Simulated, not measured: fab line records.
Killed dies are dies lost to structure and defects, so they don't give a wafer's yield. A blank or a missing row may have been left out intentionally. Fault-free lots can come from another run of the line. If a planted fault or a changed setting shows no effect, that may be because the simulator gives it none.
2 desks, one fault | flow sfqLine | each desk holds nothing but its own numbers, with what lay behind them at the end

## DESK OF THE TOOL OWNER: lithoTrack-01
The tool's own readings at SFQ_TRILAYER_M4_LITHO_COAT_093 (resist thk 600 nm): means of the sampled wafers that have a number, for each lot that ran on this tool. Marked OUT: a lot whose mean sits more than 4 standard deviations from the usual mean, which makes it out of limits; the brackets give that distance.
Columns: A = resistLineTempC at SFQ_TRILAYER_M4_LITHO_COAT_093, usual 22.99 C
lot  | first seen here | A
L868 | day 51 12:28    | 22.92
L876 | day 54 07:20    | 23.06
L878 | day 54 22:20    | 23.00
This desk's finding: nothing out of limits on any of the 3 lots.

## FROM THE METROLOGY DESK
What the gauges read, lot by lot, whatever tool the lot ran on: means of the sampled wafers that have a number. Marked OUT: a lot whose mean sits more than 4 standard deviations from the usual mean, which makes it out of limits; the brackets give that distance.
Columns: A = I3_OVL at SFQ_I3_OVL_MEAS_923, usual 2 nm; B = M4_NB_RS at SFQ_M4_RS_MEAS_924, usual 0.891 ohm/sq; C = M4_OVL at SFQ_M4_OVL_MEAS_926, usual 1 nm
lot  | first seen here | A  | B     | C
L868 | day 51 10:50    | 4  | 0.875 | 0
L870 | day 52 08:34    | 3  | 0.884 | -4
L876 | day 54 05:44    | 6  | 0.884 | 3
L877 | day 54 07:30    | -1 | 0.886 | 3
L878 | day 54 20:46    | -2 | 0.886 | -2
L887 | day 58 12:23    | -4 | 0.900 | 7
This desk's finding: nothing out of limits on any of the 6 lots.

## TAKEN TOGETHER
The tool owner's desk saw nothing out of limits.
From the metrology desk's view, nothing was out of limits.

## WHAT WAS PUT IN BY THE SIMULATOR
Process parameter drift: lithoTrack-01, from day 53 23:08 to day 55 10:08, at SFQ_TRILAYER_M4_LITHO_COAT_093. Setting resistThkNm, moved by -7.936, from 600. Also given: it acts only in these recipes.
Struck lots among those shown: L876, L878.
